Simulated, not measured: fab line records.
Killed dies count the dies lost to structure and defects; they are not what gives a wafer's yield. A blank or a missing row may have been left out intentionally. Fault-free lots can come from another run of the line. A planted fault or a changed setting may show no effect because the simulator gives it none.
Which tool did it? ; flow gf180mcu ; 12 lots with 36 wafers sampled at 4 steps, on a route of 602 steps

WHAT THE GAUGES READ, wafer by wafer
GF_NSD_OVL_MEAS_08. Usual: NSD_OVL typically reads 1.5 nm, with standard deviation 1.5.
lot;measured;on;NSD_OVL (nm);flag
L316;day 13 08:32;overlay-01;2.9 2.5 3.3;
L317;day 13 17:24;overlay-01;2.5 1.7 2.0;
L318;day 14 10:57;overlay-01;1.6 1.9 0.9;
L319;day 14 13:18;overlay-02;-0.4 -1.7 -1.2;
L320;day 14 20:44;overlay-02;1.4 1.5 0.9;
L321;day 15 06:17;overlay-01;2.9 1.4 3.3;
L329;day 17 22:50;overlay-02;0.0 1.3 0.6;
L334;day 19 23:23;overlay-02;3.3 2.7 2.0;
L335;day 20 10:59;overlay-02;3.8 2.6 4.1;
L337;day 20 18:27;overlay-01;1.0 1.9 2.4;
L338;day 21 09:17;overlay-02;1.1 0.7 0.8;
L339;day 21 19:20;overlay-01;4.1 3.3 0.3;

GF_SALICIDE_THK_MEAS_05: measures by xrf. Usual: SALICIDE_TIN_THK typically reads 20.1 nm, with standard deviation 0.35.
lot;measured;on;SALICIDE_TIN_THK (nm);flag
L316;day 15 03:41;film-metro-04;20.0 19.7 19.9;
L317;day 15 12:54;film-metro-01;19.9 20.0 19.6;
L318;day 16 07:11;film-metro-03;20.3 20.5 20.0;
L319;day 16 10:11;film-metro-01;20.3 20.2 20.6;
L320;day 16 17:54;film-metro-03;20.5 20.6 20.7;
L321;day 17 04:16;film-metro-04;19.9 20.2 20.1;
L329;day 20 00:24;film-metro-01;20.2 20.3 21.3 20.1 20.3 21.3;
L334;day 22 02:09;film-metro-03;19.9 19.7 20.3;
L335;day 22 12:40;film-metro-04;19.7 19.8 19.7;
L337;day 22 19:02;film-metro-01;19.5 19.6 19.6;
L338;day 23 09:08;film-metro-03;20.2 20.3 20.0;
L339;day 23 19:14;film-metro-03;20.9 20.8 20.9;

TOOL THAT RAN EACH LOT (tool first, then ch and the chambers of the sampled wafers, then the start)
lot;GF_SALICIDE_SPUTTER_02;GF_SALICIDE_SPUTTER_03
L316;pvd-sputter-04, day 15 03:31;pvd-sputter-04, day 15 03:32
L317;pvd-sputter-01, day 15 12:43;pvd-sputter-01, day 15 12:44
L318;pvd-sputter-01, day 16 07:01;pvd-sputter-01, day 16 07:03
L319;pvd-sputter-04, day 16 09:58;pvd-sputter-04, day 16 10:00
L320;pvd-sputter-01, day 16 17:43;pvd-sputter-01, day 16 17:44
L321;pvd-sputter-01, day 17 04:06;pvd-sputter-01, day 17 04:08
L329;pvd-sputter-01, day 20 00:13;pvd-sputter-01, day 20 00:15
L334;pvd-sputter-04, day 22 01:58;pvd-sputter-04, day 22 01:59
L335;pvd-sputter-04, day 22 12:29;pvd-sputter-04, day 22 12:31
L337;pvd-sputter-01, day 22 18:52;pvd-sputter-01, day 22 18:53
L338;pvd-sputter-01, day 23 08:57;pvd-sputter-01, day 23 08:59
L339;pvd-sputter-03, day 23 19:02;pvd-sputter-03, day 23 19:04
- GF_SALICIDE_SPUTTER_02: material Co, target thk 10 nm, time 20 s.
- GF_SALICIDE_SPUTTER_03: material TiN, target thk 20 nm, time 16.7 s.

WHAT THE TOOLS THEMSELVES READ (means of the sampled wafers that have a number; where no wafer has one, the mark that the record gives instead)
GF_SALICIDE_SPUTTER_02. Usual: 30.6 % for throttle-valve-pct, sd 0.92.
lot;tool;throttle-valve-pct (%);flag
L316;pvd-sputter-04;30.3;
L317;pvd-sputter-01;31.0;
L318;pvd-sputter-01;31.1;
L319;pvd-sputter-04;30.9;
L320;pvd-sputter-01;30.5;
L321;pvd-sputter-01;31.5;
L329;pvd-sputter-01;30.5;
L334;pvd-sputter-04;30.5;
L335;pvd-sputter-04;31.0;
L337;pvd-sputter-01;30.7;
L338;pvd-sputter-01;30.9;
L339;pvd-sputter-03;29.5;

GF_SALICIDE_SPUTTER_03. Usual: 30.6 % for throttle-valve-pct, sd 0.93.
lot;tool;throttle-valve-pct (%);flag
L316;pvd-sputter-04;30.3;
L317;pvd-sputter-01;31.0;
L318;pvd-sputter-01;31.1;
L319;pvd-sputter-04;30.8;
L320;pvd-sputter-01;30.5;
L321;pvd-sputter-01;31.3;
L329;pvd-sputter-01;30.7;
L334;pvd-sputter-04;30.6;
L335;pvd-sputter-04;31.0;
L337;pvd-sputter-01;30.7;
L338;pvd-sputter-01;30.9;
L339;pvd-sputter-03;29.7;

THE ANSWER, worked out from the rows above alone
Rule: take the mean of a lot's wafers that have a number; if it is more than 3 standard deviations from the usual mean, the lot is off. Also off: a lot with no number at a reading for which 4 or more lots have one. Any other lot the step has rows for is counted as sound. The gauges are gone through in route order, then the tools' own readings, and for those a lot's mean is taken as printed above. At the first step where some lot is off, the reading lying furthest off is the one used; lots without a number count as furthest.
Nothing can be told from this: no lot is off at any reading shown.

WHAT THE SIMULATOR HAD INSERTED
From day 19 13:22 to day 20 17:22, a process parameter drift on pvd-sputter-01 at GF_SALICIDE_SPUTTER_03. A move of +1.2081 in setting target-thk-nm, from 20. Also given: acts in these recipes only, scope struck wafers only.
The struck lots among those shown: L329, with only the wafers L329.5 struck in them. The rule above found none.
